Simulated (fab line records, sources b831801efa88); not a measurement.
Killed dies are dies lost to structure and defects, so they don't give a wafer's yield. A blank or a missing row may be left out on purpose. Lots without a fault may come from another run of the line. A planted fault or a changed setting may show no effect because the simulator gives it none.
fab line records | flow sky130
record lots=7 wafers=21 last_day=50
route steps=708 shown VIA1@470
lots that met no fault: from a run of the same line without faults
start_h: hours from the record's first day to the start of the lot's first wafer shown | wait_h: hours since the lot's step before | " the same as in the row above | L1.1+2: a row that stands for several wafers | - no value, or no start given | * or withheld: withheld | < > ~ a bound
route shown NAME@n: a module of which the file shows steps, and the number in the route of the first | usual: mean/standard deviation of fault-free wafers | same: alike in all rows | chamber/n: place in a boat | sites: the reading at each site | _std_site: their standard deviation | _edge_site: outer sites' mean less inner sites' | radius_mm: how far each site lies from the wafer's centre | mask NAME#n: copy n | behind: the tool/chamber that last shaped the wafer | hold: why the lot was held/for how many hours/how that ended | device: the transistor (n, p or np) that didn't switch | end of line: the same wafers' tests at the end of the route | a step without rows: its recipe alone | killed: dies lost to structure and defects at the first sort, not the wafer's yield | map: a wafer's dies, x killed, . not, _ none there
set.NAME: the setting as run; set.NAME@STEP: as run at that earlier step | model.NAME: the simulator's own value behind a step, which no gauge read
lots at some steps of the route; a table a step, a row a wafer
services: from which hour (start_h, from the record's first day; less than 0 if before it) a tool's chamber was out of use, for how many hours, and why
## steps
# step SKY_VIA1_CD_MEAS_12
# recipe target_cd_nm=150
# usual cd_nm=150.2/1.8
# columns lot.wafer tool chamber start_h wait_h cd_nm
L342.1 cd_sem-02 - 791.85 - 148.1
L342.2 " - " " 148.4
L342.6 " - " " 149.4
L344.2 cd_sem-02 - 804.12 - 152.8
L344.4 " - " " 152.1
L344.5 " - " " 151.8
L346.2 cd_sem-02 - 841.36 - 148.6
L346.3 " - " " 148.4
L346.4 " - " " 148.5
L347.2 cd_sem-01 - 844.56 - 150.9
L347.3 " - " " 150.9
L347.4 " - " " 152.4
L348.2 cd_sem-01 - 847.33 - 151.9
L348.4 " - " " 151.5
L348.5 " - " " 152.5
L356.4 cd_sem-01 - 905.37 - 150.9
L356.5 " - " " 152.1
L356.6 " - " " 152.4
L364.1 cd_sem-02 - 958.75 - 153.2
L364.2 " - " " 153.2
L364.5 " - " " 152.0
# step SKY_VIA1_OVL_MEAS_13
# usual VIA1_OVL=-4/4.4
# columns lot.wafer tool chamber start_h wait_h VIA1_OVL[nm]
L342.1 overlay-02 - 791.97 0.1 2
L342.2 " - " " -4
L342.6 " - " " 0
L344.2 overlay-02 - 804.22 0.1 -5
L344.4 " - " " 7
L344.5 " - " " 4
L346.2 overlay-01 - 841.46 0.1 3
L346.3 " - " " -4
L346.4 " - " " -7
L347.2 overlay-02 - 844.66 0.1 -8
L347.3 " - " " -4
L347.4 " - " " 1
L348.2 overlay-01 - 847.43 0.1 -7
L348.4 " - " " 3
L348.5 " - " " -1
L356.4 overlay-02 - 905.44 0.1 -7
L356.5 " - " " -8
L356.6 " - " " -5
L364.1 overlay-02 - 958.87 0.1 -5
L364.2 " - " " -7
L364.5 " - " " -5
# step SKY_VIA1_ETCH_14
# recipe chemistry=N2/H2 target=BARC ion_energy_ev=200 source_w=500 bias_w=100 pressure_mtorr=30 n2_flow_sccm=100 h2_flow_sccm=200 stop_on=SiO2 time_s=45.9 target_depth_a=600
# usual drypump_motor_current_A=6.0/0.41 oes_product_au=0.856/0.0049 rf_fwd_power_W=494.9/2 throttle_valve_pct=13.224/0.0089
# columns lot.wafer tool chamber start_h wait_h drypump_motor_current_A oes_product_au rf_fwd_power_W rf_hours_counter_h throttle_valve_pct
L342.1 rie_diel-04 2 792.00 0.0 5.8 0.861 493.3 16 13.210
L342.2 " 1 " " 6.2 0.862 492.7 11 13.228
L342.6 " 1 " " 6.2 0.861 494.7 - 13.221
L344.2 rie_diel-02 1 804.25 0.0 5.4 0.850 495.8 3 13.225
L344.4 " 0 " " 6.5 0.851 494.8 20 13.229
L344.5 " 2 " " 5.7 0.855 493.0 - 13.218
L346.2 rie_diel-03 3 841.49 0.0 5.9 0.853 492.9 5 13.230
L346.3 " 0 " " 6.5 0.856 497.7 9 13.236
L346.4 " 1 " " 6.4 0.852 492.9 24 13.215
L347.2 rie_diel-03 2 844.69 0.0 5.8 0.861 492.8 5 13.216
L347.3 " 0 " " 6.5 0.855 496.4 9 13.226
L347.4 " 1 " " 6.4 0.866 496.5 24 13.220
L348.2 rie_diel-03 1 847.46 0.0 6.4 0.850 495.1 24 13.226
L348.4 " 1 " " 6.4 0.854 496.2 - 13.217
L348.5 " 3 " " 5.9 0.863 494.4 - 13.199
L356.4 rie_diel-03 3 905.46 0.0 5.9 0.849 492.9 7 13.221
L356.5 " 1 " " 6.4 0.848 491.8 - 13.207
L356.6 " 2 " " 5.8 0.845 494.9 - 13.230
L364.1 rie_diel-04 2 958.91 0.0 5.8 0.855 494.2 21 13.231
L364.2 " 3 " " 5.7 0.854 494.4 19 13.225
L364.5 " 1 " " 6.2 0.852 496.0 - 13.235
# step SKY_VIA1_ETCH_15
# recipe target=SiO2 chemistry=C4F8/O2/Ar target_depth_nm=351 stop_on=TiN mask_material=KrF-thick source_w=1500 bias_w=1200 pressure_mtorr=40 c4f8_flow_sccm=withheld O2_flow_sccm=6 Ar_flow_sccm=300 time_s=54
# usual oes_product_au=0.980/0.0062 rf_fwd_power_W=1486/6
# columns lot.wafer tool chamber start_h wait_h oes_product_au rf_fwd_power_W rf_hours_counter_h
L342.1 rie_diel-04 2 792.05 0.0 0.990 1482 16
L342.2 " 1 " " 0.972 1480 11
L342.6 " 1 " " 0.977 1484 -
L344.2 rie_diel-02 1 804.30 0.0 0.980 1487 3
L344.4 " 0 " " 0.974 1481 20
L344.5 " 2 " " 0.978 1481 -
L346.2 rie_diel-03 3 841.54 0.0 0.989 1485 5
L346.3 " 0 " " 0.984 1496 9
L346.4 " 1 " " 0.978 1488 24
L347.2 rie_diel-03 2 844.74 0.0 0.976 1481 5
L347.3 " 0 " " 0.974 1500 9
L347.4 " 1 " " 0.986 1489 24
L348.2 rie_diel-03 1 847.50 0.0 0.977 1492 24
L348.4 " 1 " " 0.970 1488 -
L348.5 " 3 " " 0.980 1478 -
L356.4 rie_diel-03 3 905.50 0.0 0.983 1486 7
L356.5 " 1 " " 0.986 1482 -
L356.6 " 2 " " 0.976 1481 -
L364.1 rie_diel-04 2 958.95 0.0 0.987 1476 21
L364.2 " 3 " " 0.984 1480 19
L364.5 " 1 " " 0.980 1492 -
# step SKY_VIA1_STRIP_16
# recipe chemistry=O2/N2 power_w=1400 pressure_mtorr=1500 platen_temp_c=withheld o2_flow_sccm=3000 n2_flow_sccm=300 overash_fraction=0.5
# usual drypump_motor_current_A=5.33/0.28 oes_product_au=0.416/0.0052 strip_time_to_endpoint_s=4.467/0.022
# same overash_fraction=0.5
# columns lot.wafer tool chamber start_h wait_h drypump_motor_current_A oes_product_au rf_hours_counter_h strip_time_to_endpoint_s
L342.1 plasma_asher-01 0 792.09 0.0 5.52 0.414 63 4.449
L342.2 " 1 " " 5.21 0.414 63 4.467
L342.6 " 1 " " 5.23 0.420 - 4.457
L344.2 plasma_asher-03 1 804.34 0.0 5.52 0.424 6 4.476
L344.4 " 1 " " 5.51 0.410 - 4.476
L344.5 " 1 " " 5.53 0.424 - 4.462
L346.2 plasma_asher-04 0 841.58 0.0 5.29 0.423 40 4.459
L346.3 " 0 " " 5.30 0.420 - 4.484
L346.4 " 1 " " 5.63 0.410 - 4.480
L347.2 plasma_asher-01 0 844.78 0.0 5.54 0.415 69 4.478
L347.3 " 0 " " 5.57 0.416 - 4.503
L347.4 " 1 " " 5.20 0.416 - 4.476
L348.2 plasma_asher-03 0 847.55 0.0 4.79 0.410 8 4.471
L348.4 " 1 " " 5.51 0.418 - 4.455
L348.5 " 1 " " 5.49 0.413 - 4.471
L356.4 plasma_asher-03 1 905.58 0.1 5.50 0.414 - 4.461
L356.5 " 1 " " 5.51 0.422 - 4.428
L356.6 " 0 " " 4.78 0.414 - 4.476
L364.1 plasma_asher-04 0 959.00 0.0 5.29 0.412 53 4.407
L364.2 " 1 " " 5.63 0.417 53 4.463
L364.5 " 1 " " 5.62 0.422 - 4.470
# step SKY_VIA1_STRIP_17
# recipe chemistry=post_etch_residue_remover time_s=1200 temp_c=72.5
# step SKY_VIA1_CLEAN_18
# recipe chemistry=IPA time_s=180 temp_c=25
# step SKY_VIA1_CLEAN_19
# recipe chemistry=O3/DIW dry=n2_spin
# step SKY_VIA1_SPUTTER_20
# recipe material=TiN target_thk_nm=20 chamber_pressure_pa=5 power_w=4000 time_s=80
# usual cathode_dc_power_W=4000.0/0.62 throttle_valve_pct=29.8/1.1
# columns lot.wafer tool chamber start_h wait_h cathode_dc_power_W throttle_valve_pct
L342.1 pvd_sputter-03 - 792.69 0.0 4001.1 31.0
L342.2 " - " " 4000.4 28.8
L342.6 " - " " 4000.7 31.3
L344.2 pvd_sputter-02 - 804.97 0.0 4000.1 28.7
L344.4 " - " " 4000.1 31.5
L344.5 " - " " 3999.3 28.6
L346.2 pvd_sputter-02 - 842.21 0.0 3999.2 31.4
L346.3 " - " " 3999.4 30.1
L346.4 " - " " 3999.6 28.6
L347.2 pvd_sputter-04 - 845.38 0.0 3999.1 30.1
L347.3 " - " " 4000.1 27.7
L347.4 " - " " 3999.6 29.3
L348.2 pvd_sputter-03 - 848.15 0.0 4000.2 29.8
L348.4 " - " " 3999.4 31.1
L348.5 " - " " 4000.0 29.9
L356.4 pvd_sputter-02 - 906.20 0.0 3999.3 30.2
L356.5 " - " " 3999.4 29.3
L356.6 " - " " 4000.3 30.3
L364.1 pvd_sputter-03 - 959.59 0.0 4000.2 30.8
L364.2 " - " " 3999.9 28.9
L364.5 " - " " 4000.1 30.3
# step SKY_VIA1_CVD_21
# recipe material=W target_thk_nm=270 time_s=80.902 temp_c=400 pressure_torr=40
# usual heater_power_w=908/80
# columns lot.wafer tool chamber start_h wait_h heater_power_w since_wet_clean_h
L342.1 cvd_w-01 1 792.75 0.0 855 389
L342.2 " 0 " " 1019 389
L342.6 " 0 " " 1006 -
L344.2 cvd_w-02 0 805.03 0.0 807 901
L344.4 " 1 " " 930 -
L344.5 " 1 " " 955 -
L346.2 cvd_w-02 1 842.27 0.0 957 938
L346.3 " 1 " " 945 -
L346.4 " 0 " " 774 -
L347.2 cvd_w-02 0 845.44 0.0 803 941
L347.3 " 0 " " 826 -
L347.4 " 1 " " 939 -
L348.2 cvd_w-02 0 848.21 0.0 808 944
L348.4 " 0 " " 822 -
L348.5 " 1 " " 985 -
L356.4 cvd_w-01 1 906.29 0.1 857 -
L356.5 " 0 " " 992 -
L356.6 " 1 " " 868 -
L364.1 cvd_w-02 1 959.65 0.0 892 42
L364.2 " 0 " " 788 42
L364.5 " 1 " " 890 -
# step SKY_VIA1_RS_MEAS_22
# recipe thk_meas_gauge=four-point-probe reads=W_of_VIA1_CVD_21+TiN_of_VIA1_SPUTTER_20
# usual VIA1_W_RS=0.423/0.0095
# columns lot.wafer tool chamber start_h wait_h VIA1_W_RS[ohm/sq]
L342.1 film_metro-04 - 792.84 0.1 0.432
L342.2 " - " " 0.413
L342.6 " - " " 0.411
L344.2 film_metro-04 - 805.15 0.1 0.437
L344.4 " - " " 0.419
L344.5 " - " " 0.421
L346.2 film_metro-02 - 842.38 0.1 0.424
L346.3 " - " " 0.418
L346.4 " - " " 0.438
L347.2 film_metro-03 - 845.56 0.1 0.429
L347.3 " - " " 0.428
L347.4 " - " " 0.420
L348.2 film_metro-04 - 848.32 0.1 0.438
L348.4 " - " " 0.435
L348.5 " - " " 0.431
L356.4 film_metro-02 - 906.42 0.1 0.426
L356.5 " - " " 0.411
L356.6 " - " " 0.419
L364.1 film_metro-04 - 959.75 0.1 0.415
L364.2 " - " " 0.431
L364.5 " - " " 0.416
# step SKY_VIA1_THK_MEAS_23
# recipe thk_meas_gauge=xrf reads=W_of_VIA1_CVD_21
# usual VIA1_W_THK=274/6.8
# columns lot.wafer tool chamber start_h wait_h VIA1_W_THK[nm]
L342.1 film_metro-04 - 792.96 0.1 269
L342.2 " - " " 280
L342.6 " - " " 282
L344.2 film_metro-04 - 805.26 0.1 266
L344.4 " - " " 274
L344.5 " - " " 274
L346.2 film_metro-02 - 842.49 0.1 281
L346.3 " - " " 286
L346.4 " - " " 274
L347.2 film_metro-03 - 845.67 0.1 271
L347.3 " - " " 271
L347.4 " - " " 277
L348.2 film_metro-04 - 848.43 0.1 261
L348.4 " - " " 263
L348.5 " - " " 265
L356.4 film_metro-02 - 906.51 0.1 278
L356.5 " - " " 290
L356.6 " - " " 283
L364.1 film_metro-04 - 959.87 0.1 274
L364.2 " - " " 264
L364.5 " - " " 274
# step SKY_VIA1_CMP_24
# recipe stop_on=SiO2 t_overpolish_s=16.01 down_force_psi=3.5 platen_rpm=60 target_thk_nm=0 pad_velocity_m_s=0.94248
# usual motor_current_A=11.3/0.95 overpolish_run_s=16.010/0.0094 time_to_endpoint_s=65.9/2.9
# columns lot.wafer tool chamber start_h wait_h motor_current_A overpolish_run_s time_to_endpoint_s
L342.2 cmp-02 0 793.17 0.2 11.1 16.011 72.8
L342.1 " 1 " " 11.1 16.020 64.4
L342.6 " 0 " " 11.0 16.028 71.0
L344.4 cmp-01 0 805.36 0.1 11.2 16.024 67.3
L344.2 " 2 " " 12.9 16.021 63.7
L344.5 " 3 " " 10.6 16.021 67.5
L346.2 cmp-01 0 842.54 0.0 11.1 0.048 104.7
L346.3 " 1 " " 11.1 0.032 105.8
L346.4 " 2 " " 13.2 0.045 102.2
L347.4 cmp-01 2 845.72 0.0 12.0 0.041 105.4
L347.2 " 0 " " 12.1 0.037 103.5
L347.3 " 1 " " 11.1 0.040 103.6
L348.2 cmp-01 0 848.48 0.0 11.3 0.031 101.9
L348.4 " 1 " " 11.1 0.044 102.4
L348.5 " 0 " " 12.0 0.043 103.0
L356.4 cmp-02 2 906.64 0.1 12.4 16.000 64.0
L356.5 " 0 " " 11.3 16.008 68.4
L356.6 " 1 " " 10.8 16.029 60.4
L364.2 cmp-02 0 959.93 0.0 11.3 15.994 69.1
L364.1 " 1 " " 10.6 16.003 67.1
L364.5 " 0 " " 11.6 16.020 68.8
## services
# columns tool chamber start_h hours kind
rie_diel-02 2 770.17 21.8 repair
pvd_sputter-03 - 783.83 1.1 repair
plasma_asher-01 - 810.50 2.8 pm
plasma_asher-03 - 810.69 14.6 pm
pvd_sputter-02 - 810.81 4.5 repair
pvd_sputter-03 - 830.00 3.5 repair
rie_diel-03 0 845.50 15.6 repair
pvd_sputter-02 - 845.70 5.3 repair
cmp-02 - 848.60 5.0 pm
rie_diel-03 - 849.25 10.0 pm
cvd_w-01 - 854.56 4.8 repair
cvd_w-02 0 860.83 4.9 repair
rie_diel-02 - 879.08 2.8 pm
cmp-01 - 880.59 1.3 repair
pvd_sputter-02 - 882.27 3.4 repair
rie_diel-03 1 889.23 3.9 repair
cvd_w-02 - 904.00 14.0 pm
cmp-02 - 912.37 4.0 pm
cmp-02 - 914.12 1.3 repair
pvd_sputter-02 - 933.33 1.2 repair
pvd_sputter-02 - 935.67 5.1 repair
rie_diel-04 - 953.94 1.1 repair
plasma_asher-03 - 956.20 0.9 repair
rie_diel-03 0 957.71 6.1 repair
## key
first_sign step=SKY_VIA1_CMP_24 reading=overpolish_run_s direction=down sigmas=99+ usual=16.010 struck=0.040
effect step=SKY_VIA1_CMP_24 reading=time_to_endpoint_s direction=up sigmas=13 usual=* struck=*
met_at SKY_VIA1_CMP_24
struck_wafers L346.2,L346.3,L346.4,L347.2,L347.3,L347.4,L348.2,L348.4,L348.5
later_rows_left_out L346.2,L346.3,L346.4,L347.2,L347.3,L347.4,L348.2,L348.4,L348.5
sort_left_out L346.2,L346.3,L346.4,L347.2,L347.3,L347.4,L348.2,L348.4,L348.5
onset_between 805.36 842.54
fault kind=process_parameter_drift tool=cmp-01 chamber=- onset_h=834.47 steps=SKY_VIA1_CMP_24 channel=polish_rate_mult offset=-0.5 shape=step end_h=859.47
# sort_left_out: the simulated sort isn't trusted on such a fault, so these wafers' sort isn't shown, and their yield isn't known
# later_rows_left_out: the simulator's readings of these wafers behind a module that went badly wrong aren't trusted and aren't shown, but for the sort
